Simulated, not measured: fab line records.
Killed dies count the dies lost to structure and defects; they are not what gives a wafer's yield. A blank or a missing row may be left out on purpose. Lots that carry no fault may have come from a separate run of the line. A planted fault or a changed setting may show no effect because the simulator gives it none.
Chamber matching ; flow gf180mcu ; 4 sister chambers for GF_V1_CMP_04 on cmp-02
The step polishes SiO2. 4 wafers are shown with their chamber, then 12 later ones without.

WAFERS WITH THEIR CHAMBER
wafer;chamber;motor-current-A (A)
L084.4;0;12.7
L087.1;1;12.8
L091.3;2;12.1
L091.6;3;12.2

WAFERS MISSING THEIR CHAMBER
wafer;motor-current-A (A)
L092.2;12.8
L092.3;13.0
L092.4;12.6
L092.1;10.6
L092.5;12.5
L092.6;12.9
L093.2;11.1
L093.3;12.2
L093.5;12.4
L093.1;12.9
L093.4;12.9
L093.6;11.2

CHAMBER TAKEN BY EACH
wafer;from the rows above;in truth
L092.2;can't be placed: 1 or 0 or 3 or 2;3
L092.3;can't be placed: 1 or 0 or 3 or 2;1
L092.4;can't be placed: 0 or 1 or 3 or 2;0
L092.1;can't be placed: 2 or 3 or 0 or 1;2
L092.5;can't be placed: 0 or 1 or 3 or 2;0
L092.6;can't be placed: 1 or 0 or 3 or 2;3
L093.2;can't be placed: 2 or 3 or 0 or 1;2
L093.3;can't be placed: 3 or 2 or 0 or 1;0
L093.5;can't be placed: 3 or 0 or 2 or 1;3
L093.1;can't be placed: 1 or 0 or 3 or 2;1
L093.4;can't be placed: 1 or 0 or 3 or 2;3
L093.6;can't be placed: 2 or 3 or 0 or 1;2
Correctly placed: 0 of 12. From these rows, 12 cannot be placed; in 12 the true chamber is one of the candidates. Number placed wrongly: 0.
How it was worked out, from the rows above alone: a wafer's distance from a chamber is the root of the sum, over the readings, of the square of ((its reading less the chamber's mean) divided by the reading's scatter). The wafer belongs to the nearest chamber; if the next one is less than 2 further off, it can't be placed. A chamber's mean is the mean of its shown wafers. The scatter: root of mean squared gap, hidden wafer to nearest shown wafer, with one shown wafer a chamber.
